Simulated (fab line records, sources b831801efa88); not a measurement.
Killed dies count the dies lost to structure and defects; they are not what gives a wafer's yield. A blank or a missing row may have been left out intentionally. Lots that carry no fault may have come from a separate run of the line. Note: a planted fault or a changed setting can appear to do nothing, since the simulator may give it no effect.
Chamber matching ; flow gf180mcu ; 3 sister chambers for GF_V1_CVD_02 on pecvd-01
The step deposits SiO2 from TEOS, target thk 850 nm, time 94.851 s. 3 wafers are shown with their chamber, then 9 later ones without.

## WAFERS, EACH WITH ITS CHAMBER
wafer;chamber;heater-power-w (W)
L078.5;1;772
L081.4;0;552
L081.5;2;792

## WAFERS MISSING THEIR CHAMBER
wafer;heater-power-w (W)
L094.1;627
L094.2;692
L094.4;694
L096.3;662
L096.4;703
L096.6;812
L097.3;804
L097.4;770
L097.5;660

## CHAMBER TAKEN BY EACH
wafer;from the rows above;in truth
L094.1;can't be placed: 0 or 1 or 2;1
L094.2;can't be placed: 1 or 2 or 0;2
L094.4;can't be placed: 1 or 2 or 0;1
L096.3;can't be placed: 0 or 1 or 2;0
L096.4;can't be placed: 1 or 2 or 0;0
L096.6;can't be placed: 2 or 1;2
L097.3;can't be placed: 2 or 1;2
L097.4;can't be placed: 1 or 2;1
L097.5;can't be placed: 0 or 1 or 2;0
0 of 9 placed correctly. From these rows, 9 cannot be placed; in 9 the true chamber is one of the candidates. Placed wrongly: 0.
How it was worked out, from the rows above alone: a wafer's distance from a chamber is the root of the sum, over the readings, of the square of ((its reading less the chamber's mean) divided by the reading's scatter). The wafer belongs to the nearest chamber; if the next one is less than 2 further off, it can't be placed. The mean given for a chamber averages the wafers shown for that chamber. The scatter: with one shown wafer a chamber, the root of the mean of the squares of how far each hidden wafer lies from its nearest shown one.
